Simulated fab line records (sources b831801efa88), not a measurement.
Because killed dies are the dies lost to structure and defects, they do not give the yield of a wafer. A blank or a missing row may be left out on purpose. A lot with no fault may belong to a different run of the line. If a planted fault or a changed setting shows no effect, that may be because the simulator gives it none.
A lot that was struck, set against a sound lot -- flow gf180mcu -- 14 out of 602 route steps
Sound: wafers L242.2, L242.3, L242.4. The struck wafers were L243.1, L243.2, L243.3. The cause is given at the end.
At each step with rows: each side's tool, then ch and its chambers, then its first start. Under that, the readings that differ: sound wafers -- struck wafers -- difference of the means -- sigmas: that difference in standard deviations of wafers without a fault.
alike: words and numbers the same on both sides, and readings whose means are apart by under 2 such deviations; not compared: readings that were withheld, readings missing a value for some wafer, numbers with overlapping values and no deviation given by the record, and bounds like >300 which may hide the same value.
The two part at a step that has a row with sigmas, a row that says differs or no value, or rows on one side only. Non-overlapping numbers with no deviation appear without sigmas and do not part them. A reading missing from all wafers of one side parts the sides only when that side holds two or more wafers.

GF_TOP_METAL_METAL_ETCH_16: etches the open film in Cl2/BCl3, stops on SiO2, target depth 1077.5 nm, time 179.6 s.
  sound on rie_metal-04 ch 0,1, day 28 10:26; struck on rie_metal-04 ch 0,1, day 29 00:13
  alike: drypump_motor_current_A, he_backside_leak_sccm, oes_product_au, throttle_valve_pct
  not compared: rf_hours_counter_h
GF_TOP_METAL_STRIP_17: strips in O2/N2.
  sound on plasma_asher-02 ch 0,1, day 28 10:37; struck on plasma_asher-02 ch 0,1, day 29 00:23
  alike: drypump_motor_current_A, heater_power_w, oes_product_au, strip_time_to_endpoint_s
  not compared: rf_hours_counter_h
then, 2 steps without rows for these wafers: GF_TOP_METAL_STRIP_18 (strips in post etch residue remover, time 1200 s); GF_TOP_METAL_CLEAN_19 (cleans in DIW).
GF_PASSIVATION_CVD_00: deposits SiO2 from TEOS, target thk 1000 nm, time 111.95 s.
  sound on pecvd-02 ch 0,2, day 28 11:08; struck on pecvd-03 ch 0,1,2, day 29 00:55
  alike: heater_power_w
GF_PASSIVATION_THK_MEAS_01:
  sound on film_metro-01 at day 28 11:14; struck on film_metro-02 at day 29 01:00
  alike: PASSIVATION_CVD_00_THK
GF_PASSIVATION_CVD_02: deposits Si3N4, target thk 700 nm, time 486.18 s.
  sound on pecvd-01 ch 0,1,2, day 28 11:17; struck on pecvd-01 ch 0,1,2, day 29 01:04
  alike: heater_power_w
GF_PASSIVATION_THK_MEAS_03:
  sound on film_metro-02 at day 28 11:35; struck on film_metro-02 at day 29 01:21
  alike: PASSIVATION_CVD_02_THK
then, 4 steps without rows for these wafers: GF_PASSIVATION_DEHYDRATE_04 (time 60 s); GF_PASSIVATION_HMDS_05 (prime time 60 s); GF_PASSIVATION_COAT_06 (resist thk 4000 nm); GF_PASSIVATION_SOFTBAKE_07.
GF_PASSIVATION_EXPOSE_08: exposes mask Pad, target cd 40000 nm.
  struck on iline_stepper-01, day 29 10:35; sound on iline_stepper-01 ch 0, day 28 20:55
  no value came back on the struck wafers for exposure_dose_mJ_cm2, focus_offset_nm (nm), na; on the sound wafers exposure_dose_mJ_cm2 reads 309.77 310.16 309.87
  alike: mask
following that, these wafers have no rows for 1 step: GF_PASSIVATION_PEB_09.

WHERE THEY PART
Only at GF_PASSIVATION_EXPOSE_08, within this record.

WHY: the cause the simulator had injected
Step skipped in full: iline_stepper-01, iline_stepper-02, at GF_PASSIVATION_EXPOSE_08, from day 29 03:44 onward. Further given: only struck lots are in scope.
